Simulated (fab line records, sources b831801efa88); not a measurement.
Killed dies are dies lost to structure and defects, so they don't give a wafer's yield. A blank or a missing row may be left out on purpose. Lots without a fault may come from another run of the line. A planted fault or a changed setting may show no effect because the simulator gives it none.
Problem report in the 8D (eight disciplines) form, filled by code | flow gf180mcu | the parts of the form that need people (team, actions taken, sign-off) are left out

1. THE PROBLEM
wafer_temp_C_max at GF_SALICIDE_RTA_06 reads a mean of 465.7 on 6 wafers of 2 lots; wafers without a fault read 532.9 with a standard deviation of 1.2. That is -56 standard deviations from the usual mean.
The step: time 30 s.
First seen on wafer L367.1, day 19 14:02, on rtp_anneal-02. The record holds 42 wafers of 14 lots with a number at this step. Rule for "out", or "out of limits": more than 4 standard deviations from the usual mean. The other wafers with a number count as sound.

2. WHAT IT IS AND WHAT IT IS NOT
question                    | is                               | is not
which readings at this step | wafer_temp_C_max, lamp_power_pct | -
which lots                  | L367, L368                       | L355, L356, L357, L358, L361, L362, L363, L364, L366, L369, L375, L376
which wafers of those lots  | all that have a number           | -
read on which tools         | rtp_anneal-02                    | rtp_anneal-01
when                        | from day 19 14:02                | up to then (27 sound wafers); but 9 sound wafers of L369, L375, L376 came after

3. SUSPECTS, AND WHAT RULES EACH OUT
Counting: a tool at a process step up to the reading stays a suspect if it ran every lot that is out and no sound lot after the first of them.
- rtp_anneal-02 at GF_SALICIDE_RTA_06 (time 30 s): kept. It ran every lot that is out, first L367 (day 19 14:02), and no sound lot after that; its last sound lot up to then is L366 (day 19 02:14). Its own readings are out on those wafers: lamp_power_pct, wafer_temp_C_max.
Left after counting: rtp_anneal-02 at GF_SALICIDE_RTA_06.

4. THE CAUSE (what the simulator had put in)
Process parameter drift: rtp_anneal-02, from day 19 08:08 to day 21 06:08, at GF_SALICIDE_RTA_06. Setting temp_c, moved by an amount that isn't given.
Counting left only this tool.

5. THE CHAIN OF EFFECTS, in route order
Each row: a reading whose mean over the struck wafers that have a number lies more than 3 standard deviations from the usual. Only readings for which the record gives a usual standard deviation are gone through. hours: the time from each lot's start at the first step in this table that gives one to its start at this step, as a median over the lots. sigmas: the change in usual standard deviations.
hours | step               | reading          | usual | on struck wafers | change | sigmas
0     | GF_SALICIDE_RTA_06 | lamp_power_pct   | 5.8 % | 4.1              | -1.7   | -5.5
0     | GF_SALICIDE_RTA_06 | wafer_temp_C_max | 532.9 | 465.7            | -67.2  | -56
The process steps in it:
- GF_SALICIDE_RTA_06: time 30 s.

6. WHAT WOULD HAVE CAUGHT IT SOONER
In this record the first reading out of limits was taken at day 19 14:02, 6 hours after the fault began at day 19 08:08.
